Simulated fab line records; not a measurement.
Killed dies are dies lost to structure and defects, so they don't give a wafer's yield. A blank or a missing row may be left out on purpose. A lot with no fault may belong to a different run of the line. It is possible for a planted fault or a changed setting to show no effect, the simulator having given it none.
Tool commonality check	flow gf180mcu	42 wafers sampled across 14 lots

WHAT PROMPTED THE OPENING
At GF_SALICIDE_RS_MEAS_04 the reading SALICIDE_TIN_RS is flagged on 2 of 14 lots. Wafers without a fault read 16.3 ohm/sq, standard deviation 0.42.
Rule: a lot is flagged in two cases, either no wafer of it has a number, or all its wafers with numbers fall more than 4 standard deviations from that mean. The other lots count as sound.

lot	measured	on	SALICIDE_TIN_RS (ohm/sq), wafer by wafer	flag
L722	day 16 16:39	film-metro-02	15.7 15.6 15.7	
L723	day 17 03:01	film-metro-02	16.0 15.9 16.2	
L724	day 17 07:56	film-metro-03	16.5 16.0 17.0	
L725	day 17 19:35	film-metro-01	16.6 16.7 16.2	
L726	day 18 02:32	film-metro-03	15.7 15.7 16.1	
L727	day 18 11:10	film-metro-03	16.1 15.7 16.8	
L729	day 19 04:54	film-metro-01	15.9 16.0 16.2	
L730	day 19 17:19	film-metro-03	16.3 16.2 17.2	
L731	day 20 05:17	film-metro-01	16.2 16.1 16.3	
L732	day 20 12:47	film-metro-03	16.3 15.8 16.9	
L733	day 20 18:27	film-metro-01	20.2 21.7 20.4	FLAGGED
L734	day 21 04:58	film-metro-03	16.9 16.9 16.6	
L736	day 22 00:34	film-metro-03	17.2 16.7 17.1	
L741	day 23 14:47	film-metro-01	20.1 20.8 20.7	FLAGGED
On average the flagged lots' numbers are 20.6 ohm/sq, which is +4.3 ohm/sq against the usual, or +10 standard deviations.

TOOL THAT RAN EACH LOT
2 process steps preceding the reading are held in the record, out of 602 steps in the route. Every cell lists first the tool, next ch and the chambers used by the sampled wafers, and last the start.
lot	flag	GF_SALICIDE_SPUTTER_02	GF_SALICIDE_SPUTTER_03
L722		pvd-sputter-02, day 16 16:35	pvd-sputter-02, day 16 16:37
L723		pvd-sputter-04, day 17 02:57	pvd-sputter-04, day 17 02:59
L724		pvd-sputter-04, day 17 07:53	pvd-sputter-04, day 17 07:55
L725		pvd-sputter-03, day 17 19:32	pvd-sputter-03, day 17 19:34
L726		pvd-sputter-02, day 18 02:29	pvd-sputter-02, day 18 02:31
L727		pvd-sputter-04, day 18 11:05	pvd-sputter-04, day 18 11:07
L729		pvd-sputter-02, day 19 04:51	pvd-sputter-02, day 19 04:52
L730		pvd-sputter-04, day 19 17:16	pvd-sputter-04, day 19 17:18
L731		pvd-sputter-02, day 20 05:14	pvd-sputter-02, day 20 05:16
L732		pvd-sputter-04, day 20 12:43	pvd-sputter-04, day 20 12:44
L733	FLAGGED	pvd-sputter-04, day 20 18:20	pvd-sputter-04, day 20 18:22
L734		pvd-sputter-03, day 21 04:53	pvd-sputter-03, day 21 04:55
L736		pvd-sputter-03, day 22 00:28	pvd-sputter-03, day 22 00:30
L741	FLAGGED	pvd-sputter-04, day 23 14:44	pvd-sputter-04, day 23 14:46
What the steps here do:
- GF_SALICIDE_SPUTTER_02: material Co, target thk 10 nm, time 20 s.
- GF_SALICIDE_SPUTTER_03: material TiN, target thk 20 nm, time 16.7 s.
- GF_SALICIDE_RS_MEAS_04: measures by four-point-probe.

FLAGGED OVER TOTAL, TOOL BY TOOL (the gauges that took the reading come last)
step	tool	lots run	flagged	share of the flagged lots	sound lots run after its first flagged lot
GF_SALICIDE_SPUTTER_02	pvd-sputter-02	4	0	none	-
GF_SALICIDE_SPUTTER_02	pvd-sputter-03	3	0	none	-
GF_SALICIDE_SPUTTER_02	pvd-sputter-04	7	2	all	0
GF_SALICIDE_SPUTTER_03	pvd-sputter-02	4	0	none	-
GF_SALICIDE_SPUTTER_03	pvd-sputter-03	3	0	none	-
GF_SALICIDE_SPUTTER_03	pvd-sputter-04	7	2	all	0
GF_SALICIDE_RS_MEAS_04	film-metro-01	5	2	all	0
GF_SALICIDE_RS_MEAS_04	film-metro-02	2	0	none	-
GF_SALICIDE_RS_MEAS_04	film-metro-03	7	0	none	-

THE TABLE: WHAT IT ALLOWS
Every flagged lot was run by 3 rows of the table: pvd-sputter-04 at GF_SALICIDE_SPUTTER_02, pvd-sputter-04 at GF_SALICIDE_SPUTTER_03 and film-metro-01 at GF_SALICIDE_RS_MEAS_04.
- pvd-sputter-04 at GF_SALICIDE_SPUTTER_02: 2 of its 7 lots flagged. A fault beginning between L732 (day 20 12:43), its last sound lot, and L733 (day 20 18:20), its first flagged one, fits the data.
- pvd-sputter-04 at GF_SALICIDE_SPUTTER_03: 2 of its 7 lots flagged. A fault beginning between L732 (day 20 12:44), its last sound lot, and L733 (day 20 18:22), its first flagged one, fits the data.
- film-metro-01 at GF_SALICIDE_RS_MEAS_04: 2 of its 5 lots flagged. A fault beginning between L731 (day 20 05:17), its last sound lot, and L733 (day 20 18:27), its first flagged one, fits the data.
These 2 tools cannot be told apart by counting lots, since each of them fits a fault that started at some hour. More lots, or a look at what each step does to the wafer, might.

WHAT HAD BEEN PUT IN BY THE SIMULATOR
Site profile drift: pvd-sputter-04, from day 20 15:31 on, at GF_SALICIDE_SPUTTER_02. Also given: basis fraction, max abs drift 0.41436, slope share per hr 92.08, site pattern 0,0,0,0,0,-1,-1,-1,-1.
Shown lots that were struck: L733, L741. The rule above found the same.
